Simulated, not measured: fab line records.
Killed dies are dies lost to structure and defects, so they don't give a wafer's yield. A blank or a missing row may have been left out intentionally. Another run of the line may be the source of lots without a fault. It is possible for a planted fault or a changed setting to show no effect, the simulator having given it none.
Struck lot and sound lot, side by side + flow sky130 + 17 steps out of a route of 708
Sound: wafers L682.3, L682.4, L682.6. The struck wafers were L697.1, L697.4, L697.6. At the end, the cause is stated.
Order at every step that has rows: each side's tool, ch and its chambers, its first start. Under that, the readings that differ: sound wafers + struck wafers + difference of the means + sigmas: that difference in standard deviations of wafers without a fault.
alike: same words and numbers on both sides, and readings whose means sit less than 2 such deviations apart. not compared: any withheld reading, any reading some wafer has no value for, any bound like >300 that may hide the same value, and any number with overlapping values for which the record gives no deviation.
A row with sigmas, a row that says differs or no value, or rows on one side alone: a step with any of these is where the two part. Numbers that don't overlap but have no deviation are shown without sigmas and don't part them. A reading that every wafer of one side lacks parts them only if that side has two wafers or more.

first, 1 step without rows for these wafers: SKY_VT_ADJUST_NCORE_IMPLANT_09.
SKY_VT_ADJUST_NCORE_STRIP_10: strips in O2/N2.
  sound on plasma asher-02 ch 0,1, day 10 02:07; struck on plasma asher-01 ch 0,1, day 14 09:35
| reading                      | sound             | struck            | difference | sigmas |
|------------------------------|-------------------|-------------------|------------|--------|
| strip time to endpoint s (s) | 14.26 14.19 14.24 | 14.10 14.12 14.12 | -0.12      | -3     |
  alike: drypump motor current A, o2 flow sccm, oes product au
  not compared: rf hours counter h
SKY_VT_ADJUST_NCORE_TW_MEAS_11:
  struck on film metro-03, day 14 09:41; sound on film metro-03, day 10 02:13
  alike: VT_ADJUST_NCORE_TW
then, 7 steps without rows for these wafers: SKY_VT_ADJUST_HVTR_DEHYDRATE_00 (time 60 s); SKY_VT_ADJUST_HVTR_HMDS_01 (prime time 60 s); SKY_VT_ADJUST_HVTR_COAT_02 (resist thk 1140 nm); SKY_VT_ADJUST_HVTR_SOFTBAKE_03 (time 60 s); SKY_VT_ADJUST_HVTR_EXPOSE_04 (exposes mask HVTRM, target cd 380 nm); SKY_VT_ADJUST_HVTR_PEB_05; SKY_VT_ADJUST_HVTR_DEVELOP_06 (develop time 60 s).
SKY_VT_ADJUST_HVTR_CD_MEAS_07: the cd target is 380 nm.
  struck on cd sem-01, day 15 12:33; sound on cd sem-01, day 11 01:33
  alike: cd nm
SKY_VT_ADJUST_HVTR_OVL_MEAS_08:
  struck on overlay-02, day 15 12:40; sound on overlay-01, day 11 01:38
  alike: VT_ADJUST_HVTR_OVL
SKY_VT_ADJUST_HVTR_IMPLANT_09:
  sound on implanter-04 ch 0, day 11 01:43; struck on implanter-04 ch 0, day 15 12:43
| reading            | sound             | struck            | difference | sigmas |
|--------------------|-------------------|-------------------|------------|--------|
| beam on s (s)      | 10.12 10.04 10.13 | 8.30 8.42 8.24    | -1.78      | -8     |
| faraday current uA | 11.70 11.79 11.65 | 14.26 14.05 14.32 | +2.50      | +9     |
SKY_VT_ADJUST_HVTR_STRIP_10: strips in O2/N2.
  sound on plasma asher-01 ch 0,1, day 11 01:51; struck on plasma asher-03 ch 0, day 15 12:52
  alike: drypump motor current A, o2 flow sccm, oes product au, strip time to endpoint s
  not compared: rf hours counter h
SKY_VT_ADJUST_HVTR_TW_MEAS_11:
  struck on film metro-01, day 15 12:58; sound on film metro-04, day 11 01:56
| reading           | sound             | struck            | difference | sigmas |
|-------------------|-------------------|-------------------|------------|--------|
| VT_ADJUST_HVTR_TW | 212.7 212.1 211.5 | 203.1 202.2 202.3 | -9.6       | -9     |
then, 1 step without rows for these wafers: SKY_VT_ADJUST_PCH_DEHYDRATE_00 (time 60 s).
-- the record jumps here: 35 days lie between the struck wafers' starts before and after (it left off in module VT_ADJUST_PCH and takes up again in module PAD_OPEN, whose first step shown is number 708 of the route) --
SKY_PAD_OPEN_PROBE_99:
  struck on prober-01, day 50 11:11; sound on prober-01, day 47 10:56
| reading                                | sound                   | struck                 | difference | sigmas |
|----------------------------------------|-------------------------|------------------------|------------|--------|
| model.etest.pfet_01v8_mvt.drive ua um  | 145.5 145.6 145.3       | 136.8 136 141.3        | -7.4       |        |
| model.etest.pfet_01v8_mvt.vt sat v (V) | -0.6255 -0.6227 -0.6269 | -0.6701 -0.671 -0.6614 | -0.0425    |        |
| model.etest.pfet_01v8_mvt.vt v (V)     | -0.7071 -0.7012 -0.708  | -0.7399 -0.7415 -0.736 | -0.0337    |        |
  alike: killed_at_M0_to_M3, killed_at_M4_up, killed at contacts, killed at front end, killed at other, killed dies, killed open, killed short

== WHERE THEY PART ==
First at SKY_VT_ADJUST_NCORE_STRIP_10; last, within this record, at SKY_VT_ADJUST_HVTR_TW_MEAS_11. Later steps at which nothing parts them and some readings are alike: SKY_PAD_OPEN_PROBE_99.

WHY: the cause the simulator had injected
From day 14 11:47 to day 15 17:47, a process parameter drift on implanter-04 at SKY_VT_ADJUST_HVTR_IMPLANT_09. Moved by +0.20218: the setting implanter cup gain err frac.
